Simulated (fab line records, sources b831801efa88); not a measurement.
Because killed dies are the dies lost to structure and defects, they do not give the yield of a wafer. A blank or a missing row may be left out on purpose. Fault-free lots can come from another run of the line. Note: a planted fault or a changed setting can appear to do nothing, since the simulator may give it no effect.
fab line records	flow sky130
[record] lots = 6	wafers = 18	last_day = 49
route steps=708 shown VT_ADJUST_PCH@144 SONOS_TUNNEL@154 PAD_OPEN@708
lots untouched by any fault: they come from a run of this same line in which no faults occurred
start_h: start of the lot's first displayed wafer, in hours after the record's first day	wait_h: time in hours since the lot's previous step	" unchanged from the row above	L1.1+2: a row that stands for several wafers	- no value present, or no start provided	* or withheld: withheld	< > ~ a bound
route shown NAME@n: a module of which the file shows steps, and the number in the route of the first	usual: the fault-free wafers' mean and standard deviation	same: alike in all rows	chamber/n: place in a boat	sites: each site's reading	_std_site: standard deviation across them	_edge_site: outer sites' mean less inner sites'	radius_mm: how far each site lies from the wafer's centre	mask NAME#n: copy n	behind: tool/chamber where the wafer was last shaped	hold: why the lot was held/for how many hours/how that ended	device: names the non-switching transistor (n, p or np)	end of line: at the end of the route, the tests of the same wafers	step lacking rows: just its recipe	killed: dies lost to structure and defects at the first sort, not the wafer's yield	map: a wafer's dies, marking killed ones x, the rest . and places with no die _
set.NAME: the setting that was run; set.NAME@STEP: the one run at that earlier step	model.NAME: the simulator's own value behind a step, which no gauge read
lots at some steps of the route; a table a step, a row a wafer
services: from which hour (start_h, from the record's first day; less than 0 if before it) a tool's chamber was out of use, for how many hours, and why
[[steps]]
[step SKY_VT_ADJUST_PCH_HMDS_01]
[recipe] prime_time_s = 60	prime_temp_c = 120
[step SKY_VT_ADJUST_PCH_COAT_02]
[recipe] spin_rpm = 2000	resist_thk_nm = 3000
[step SKY_VT_ADJUST_PCH_SOFTBAKE_03]
[recipe] temp_c = 110	time_s = withheld
[step SKY_VT_ADJUST_PCH_EXPOSE_04]
[recipe] mask_id = NWM	na = 0.6	source_shape = conventional	sigma_outer = 0.6	polarization = unpolarized	target_cd_nm = 840	dose_mj = 255
[step SKY_VT_ADJUST_PCH_PEB_05]
[recipe] temp_c = 115	time_s = withheld
[step SKY_VT_ADJUST_PCH_DEVELOP_06]
[recipe] wall_angle_deg = 90	developer = TMAH	develop_time_s = 60	dev_temp_c = 23
[step SKY_VT_ADJUST_PCH_OVL_MEAS_07]
[usual] VT_ADJUST_PCH_OVL = 0.2/1.4
lot.wafer	tool	chamber	start_h	wait_h	VT_ADJUST_PCH_OVL[nm]
L205.1	overlay-02	-	231.75	-	-0.3
L205.2	"	-	"	"	-1.2
L205.3	"	-	"	"	0.4
L212.1	overlay-02	-	290.16	-	1.0
L212.2	"	-	"	"	0.8
L212.4	"	-	"	"	2.4
L215.1	overlay-02	-	308.53	-	2.0
L215.5	"	-	"	"	2.6
L215.6	"	-	"	"	1.3
L214.1	overlay-02	-	311.21	-	-0.8
L214.3	"	-	"	"	-1.2
L214.6	"	-	"	"	-1.7
L218.1	overlay-02	-	336.31	-	-1.7
L218.2	"	-	"	"	-0.8
L218.6	"	-	"	"	-0.9
L223.3	overlay-01	-	370.16	-	1.2
L223.4	"	-	"	"	3.0
L223.6	"	-	"	"	0.2
[step SKY_VT_ADJUST_PCH_IMPLANT_08]
[recipe] species = B	energy_kev = 10	dose_cm2 = 5e+11	tilt_deg = withheld
[step SKY_VT_ADJUST_PCH_STRIP_09]
[recipe] chemistry = O2/N2	power_w = 1400	pressure_mtorr = 1500	platen_temp_c = withheld	o2_flow_sccm = 3000	n2_flow_sccm = 300	overash_fraction = 0.5
[usual] drypump_motor_current_A = 5.6/0.44	oes_product_au = 0.722/0.0049	strip_time_to_endpoint_s = 37.00/0.091
lot.wafer	tool	chamber	start_h	wait_h	drypump_motor_current_A	oes_product_au	rf_hours_counter_h	strip_time_to_endpoint_s
L205.1	plasma_asher-03	0	231.94	0.1	5.7	0.726	11	36.99
L205.2	"	1	"	"	5.5	0.723	11	37.02
L205.3	"	0	"	"	5.7	0.714	-	36.98
L212.1	plasma_asher-02	1	290.35	0.1	5.8	0.727	47	36.87
L212.2	"	0	"	"	5.6	0.720	47	36.86
L212.4	"	0	"	"	5.6	0.721	-	36.81
L215.1	plasma_asher-03	0	308.72	0.1	5.7	0.723	19	36.94
L215.5	"	0	"	"	5.8	0.724	-	36.87
L215.6	"	1	"	"	5.5	0.714	-	36.89
L214.1	plasma_asher-01	1	311.40	0.1	6.2	0.723	64	36.99
L214.3	"	0	"	"	4.8	0.720	-	37.04
L214.6	"	1	"	"	6.2	0.728	-	37.02
L218.1	plasma_asher-03	1	336.50	0.1	5.5	0.732	22	37.20
L218.2	"	0	"	"	5.8	0.712	22	37.03
L218.6	"	1	"	"	5.5	0.723	-	37.11
L223.3	plasma_asher-01	0	370.37	0.1	4.8	0.713	-	36.87
L223.4	"	1	"	"	6.2	0.730	-	36.98
L223.6	"	1	"	"	6.2	0.738	-	37.03
[step SKY_VT_ADJUST_PCH_TW_MEAS_10]
[usual] VT_ADJUST_PCH_TW = 141.6/1.1
lot.wafer	tool	chamber	start_h	wait_h	VT_ADJUST_PCH_TW
L205.1	film_metro-03	-	232.04	0.1	139.7
L205.2	"	-	"	"	138.5
L205.3	"	-	"	"	138.5
L212.1	film_metro-03	-	290.45	0.1	141.3
L212.2	"	-	"	"	140.9
L212.4	"	-	"	"	141.3
L215.1	film_metro-04	-	308.82	0.1	142.3
L215.5	"	-	"	"	143.3
L215.6	"	-	"	"	142.9
L214.1	film_metro-02	-	311.50	0.1	142.0
L214.3	"	-	"	"	142.2
L214.6	"	-	"	"	142.2
L218.1	film_metro-02	-	336.60	0.1	141.1
L218.2	"	-	"	"	140.7
L218.6	"	-	"	"	140.8
L223.3	film_metro-03	-	370.46	0.1	142.3
L223.4	"	-	"	"	142.4
L223.6	"	-	"	"	141.7
[step SKY_SONOS_TUNNEL_DEHYDRATE_00]
[recipe] temp_c = 200	time_s = 60
[step SKY_SONOS_TUNNEL_HMDS_01]
[recipe] prime_time_s = 60	prime_temp_c = 120
[step SKY_SONOS_TUNNEL_COAT_02]
[recipe] resist = NOVOLAK	spin_rpm = 3000	resist_thk_nm = 1140
lot.wafer	tool	chamber	start_h	wait_h	model.NOVOLAK_of_SONOS_TUNNEL_COAT_02.thk_nm
L205.1	litho_track-03	0	242.93	0.1	1143
L205.2	"	0	"	"	1142
L205.3	"	0	"	"	1145
L212.1	litho_track-04	0	302.85	0.1	1137
L212.2	"	0	"	"	1141
L212.4	"	0	"	"	1138
L215.1+6	litho_track-04	0	321.20	0.1	1102
L215.5	"	0	"	"	1101
L214.1+3	litho_track-04	0	324.30	0.1	1105
L214.6	"	0	"	"	1106
L218.1	litho_track-02	0	349.49	0.1	1148
L218.2	"	0	"	"	1149
L218.6	"	0	"	"	1150
L223.3+4	litho_track-03	0	384.28	0.1	1138
L223.6	"	0	"	"	1144
[step SKY_SONOS_TUNNEL_SOFTBAKE_03]
[recipe] temp_c = 90	time_s = 61.83	resist = NOVOLAK
[usual] plate_sensor_t_centre_C = 90.757/0.0097	plate_sensor_t_edge_C = 90.829/0.0096
lot.wafer	tool	chamber	start_h	wait_h	plate_sensor_t_centre_C	plate_sensor_t_edge_C
L205.1	litho_track-03	0	243.08	0.1	90.772	90.833
L205.2	"	0	"	"	90.760	90.818
L205.3	"	0	"	"	90.768	90.818
L212.1	litho_track-04	0	303.00	0.1	90.750	90.823
L212.2	"	0	"	"	90.743	90.821
L212.4	"	0	"	"	90.777	90.838
L215.1	litho_track-04	0	321.35	0.1	90.755	90.820
L215.5	"	0	"	"	90.750	90.810
L215.6	"	0	"	"	90.738	90.814
L214.1	litho_track-04	0	324.45	0.1	90.758	90.827
L214.3	"	0	"	"	90.763	90.839
L214.6	"	0	"	"	90.751	90.852
L218.1	litho_track-02	0	349.64	0.1	90.766	90.831
L218.2	"	0	"	"	90.777	90.833
L218.6	"	0	"	"	90.740	90.830
L223.3	litho_track-03	0	384.43	0.1	90.755	90.830
L223.4	"	0	"	"	90.749	90.841
L223.6	"	0	"	"	90.754	90.825
[step SKY_SONOS_TUNNEL_EXPOSE_04]
[recipe] mask_id = TUNM	na = 0.6	source_shape = conventional	sigma_outer = 0.6	polarization = unpolarized	target_cd_nm = 410	dose_mj = 136
[step SKY_SONOS_TUNNEL_PEB_05]
[recipe] temp_c = withheld	time_s = *	resist = NOVOLAK
[step SKY_SONOS_TUNNEL_DEVELOP_06]
[recipe] resist = NOVOLAK	developer = TMAH	develop_time_s = 60	dev_temp_c = 23
lot.wafer	tool	chamber	start_h	wait_h	model.NOVOLAK_of_SONOS_TUNNEL_COAT_02.thk_nm
L205.1	litho_track-02	0	254.94	0.1	1142
L205.2	"	0	"	"	1141
L205.3	"	0	"	"	1144
L212.1	litho_track-03	0	315.73	0.1	1136
L212.2	"	0	"	"	1140
L212.4	"	0	"	"	1137
L215.1+6	litho_track-04	0	334.65	0.1	1101
L215.5	"	0	"	"	1100
L214.1+3	litho_track-03	0	337.53	0.1	1104
L214.6	"	0	"	"	1105
L218.1	litho_track-04	0	363.60	0.1	1147
L218.2	"	0	"	"	1148
L218.6	"	0	"	"	1149
L223.3+4	litho_track-03	0	397.68	0.1	1137
L223.6	"	0	"	"	1143
[step SKY_SONOS_TUNNEL_CD_MEAS_07]
[recipe] target_cd_nm = 410
[usual] cd_nm = 408.9/2.5
lot.wafer	tool	chamber	start_h	wait_h	cd_nm
L205.1	cd_sem-01	-	255.09	0.1	411.3
L205.2	"	-	"	"	411.8
L205.3	"	-	"	"	411.3
L212.1	cd_sem-02	-	315.88	0.1	410.8
L212.2	"	-	"	"	413.0
L212.4	"	-	"	"	411.4
L215.1	cd_sem-02	-	334.80	0.1	407.9
L215.5	"	-	"	"	408.4
L215.6	"	-	"	"	406.9
L214.1	cd_sem-02	-	337.71	0.2	409.9
L214.3	"	-	"	"	410.9
L214.6	"	-	"	"	411.1
L218.1	cd_sem-02	-	363.75	0.1	406.0
L218.2	"	-	"	"	404.3
L218.6	"	-	"	"	404.1
L223.3	cd_sem-02	-	397.82	0.1	412.4
L223.4	"	-	"	"	412.9
L223.6	"	-	"	"	410.0
[step SKY_PAD_OPEN_PROBE_99]
[usual] killed_at_M0_to_M3 = 43/6.4	killed_at_M4_up = 3.5/1.8	killed_at_contacts = 25/5.7	killed_at_front_end = 15/3.9	killed_at_other = 0.3/0.67	killed_dies = 87/8.6	killed_open = 47/6.7	killed_short = 39/5.9
[same] gross_dies = 492	killed_at_back_side = 0
lot.wafer	tool	chamber	start_h	wait_h	killed_at_M0_to_M3	killed_at_M4_up	killed_at_contacts	killed_at_front_end	killed_at_other	killed_dies	killed_open	killed_short
L205.1	prober-01	-	1074.53	0.1	34	3	30	19	0	86	49	36
L205.2	prober-01	-	1074.58	0.1	49	3	23	9	0	84	44	39
L205.3	prober-01	-	1074.63	0.2	36	5	27	15	0	83	46	36
L212.1	prober-02	-	1125.42	0.1	41	2	22	13	2	80	45	35
L212.2	prober-02	-	1125.47	0.1	42	2	29	21	0	94	61	32
L212.4	prober-02	-	1125.57	0.2	46	6	22	21	0	95	46	49
L214.1	prober-01	-	1143.98	0.1	48	1	23	17	2	91	42	49
L214.3	prober-01	-	1144.08	0.2	40	3	25	15	0	83	46	37
L214.6	prober-01	-	1144.23	0.2	45	6	19	15	0	85	49	36
L218.1	prober-02	-	1159.86	0.1	38	2	26	11	1	78	37	41
L218.2	prober-02	-	1159.91	0.1	46	2	16	16	0	80	44	36
L218.6	prober-02	-	1160.11	0.2	49	2	16	16	2	85	44	40
// killed by level:class
L205.1 CONTACT:geometric_particle:open=14 VIA1:geometric_particle:open=7 VIA2:geometric_particle:open=6 POLY_GATE:geometric_particle:open=5 LOCAL_INTERCONNECT:geometric_particle:short=5 METAL2:geometric_particle:short=5 METAL3:geometric_particle:short=4 CONTACT:geometric_particle:short=4
L205.2 VIA2:geometric_particle:open=11 CONTACT:geometric_particle:open=10 VIA1:geometric_particle:open=7 METAL2:geometric_particle:short=7 METAL1:geometric_particle:short=6 LI_CONTACT:geometric_particle:open=5 CONTACT:geometric_particle:short=4 VIA2:geometric_particle:short=4
L205.3 CONTACT:geometric_particle:open=12 FIELD_ISO:geometric_particle:open=7 CONTACT:geometric_particle:short=6 VIA1:geometric_particle:open=6 LI_CONTACT:geometric_particle:open=5 METAL1:geometric_particle:short=5 METAL4:geometric_particle:short=5 METAL2:geometric_particle:short=5
L212.1 CONTACT:geometric_particle:open=11 METAL1:geometric_particle:short=9 VIA1:geometric_particle:open=9 LI_CONTACT:geometric_particle:open=6 FIELD_ISO:geometric_particle:open=4 METAL2:geometric_particle:short=4 VIA2:geometric_particle:open=4 VIA2:geometric_particle:short=4
L212.2 VIA3:geometric_particle:open=11 CONTACT:geometric_particle:open=11 VIA1:geometric_particle:open=11 FIELD_ISO:geometric_particle:open=6 LI_CONTACT:geometric_particle:open=6 LI_CONTACT:geometric_particle:short=5 FIELD_ISO:geometric_particle:short=4 POLY_GATE:geometric_particle:open=4
L212.4 CONTACT:geometric_particle:open=8 VIA1:geometric_particle:open=8 VIA3:geometric_particle:open=7 FIELD_ISO:geometric_particle:short=6 CONTACT:geometric_particle:short=6 METAL4:geometric_particle:short=5 LOCAL_INTERCONNECT:geometric_particle:short=5 METAL2:geometric_particle:short=5
L214.1 VIA1:geometric_particle:open=10 LI_CONTACT:geometric_particle:open=9 METAL2:geometric_particle:short=8 FIELD_ISO:geometric_particle:short=6 VIA1:geometric_particle:short=6 CONTACT:geometric_particle:open=6 METAL1:geometric_particle:short=6 VIA3:geometric_particle:open=5
L214.3 VIA1:geometric_particle:open=10 CONTACT:geometric_particle:open=8 LI_CONTACT:geometric_particle:open=7 VIA2:geometric_particle:open=7 METAL2:geometric_particle:short=5 LOCAL_INTERCONNECT:geometric_particle:short=5 METAL1:geometric_particle:short=5 FIELD_ISO:geometric_particle:open=4
L214.6 VIA1:geometric_particle:open=12 VIA3:geometric_particle:open=9 METAL1:geometric_particle:short=7 CONTACT:geometric_particle:open=6 METAL2:geometric_particle:short=6 FIELD_ISO:geometric_particle:short=4 LI_CONTACT:geometric_particle:open=4 FIELD_ISO:geometric_particle:open=4
L218.1 LOCAL_INTERCONNECT:geometric_particle:short=8 VIA3:geometric_particle:open=8 LI_CONTACT:geometric_particle:open=6 VIA1:geometric_particle:open=6 POLY_GATE:geometric_particle:short=5 CONTACT:geometric_particle:open=5 METAL1:geometric_particle:short=5 METAL2:geometric_particle:short=5
L218.2 VIA1:geometric_particle:open=9 VIA3:geometric_particle:open=8 VIA2:geometric_particle:open=8 FIELD_ISO:geometric_particle:short=7 CONTACT:geometric_particle:open=5 LOCAL_INTERCONNECT:geometric_particle:open=4 METAL1:geometric_particle:short=4 METAL2:geometric_particle:short=4
L218.6 VIA1:geometric_particle:open=12 METAL2:geometric_particle:short=11 VIA3:geometric_particle:open=7 CONTACT:geometric_particle:open=6 POLY_GATE:geometric_particle:open=5 LOCAL_INTERCONNECT:geometric_particle:short=4 VIA1:geometric_particle:short=4 VIA2:geometric_particle:open=4
[[services]]
tool	chamber	start_h	hours	kind
litho_track-03	-	209.91	-	consumable_replace:filter
plasma_asher-02	-	301.22	18.8	pm
plasma_asher-02	-	320.17	10.7	repair
plasma_asher-01	-	330.57	2.8	pm
plasma_asher-02	-	397.05	15.6	pm
[[key]]
first_sign none at tools or gauges
[model_effect] step = SKY_SONOS_TUNNEL_COAT_02	value = NOVOLAK_of_SONOS_TUNNEL_COAT_02.thk_nm	without = 1141	struck = 1104
[model_effect] step = SKY_SONOS_TUNNEL_DEVELOP_06	value = NOVOLAK_of_SONOS_TUNNEL_COAT_02.thk_nm	without = 1140	struck = 1103
met_at SKY_SONOS_TUNNEL_COAT_02
struck_wafers L214.1,L214.3,L214.6,L215.1,L215.5,L215.6
tester_left_out L214,L215
onset_between 302.85 321.20
[fault] kind = process_parameter_drift	tool = litho_track-04	chamber = -	onset_h = 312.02	steps = SKY_SONOS_TUNNEL_COAT_02	channel = resist_thk_nm	offset = -37.131	shape = step	end_h = 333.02	acts_in = these_recipes_only	stated = 1140
// tester_left_out: of these lots the tester's yield and bins aren't shown, on N5 and GAA mostly nor the transistor test; their killed dies are dies lost to structure and defects alone, not to doping, threshold or leakage, so they don't give the yield
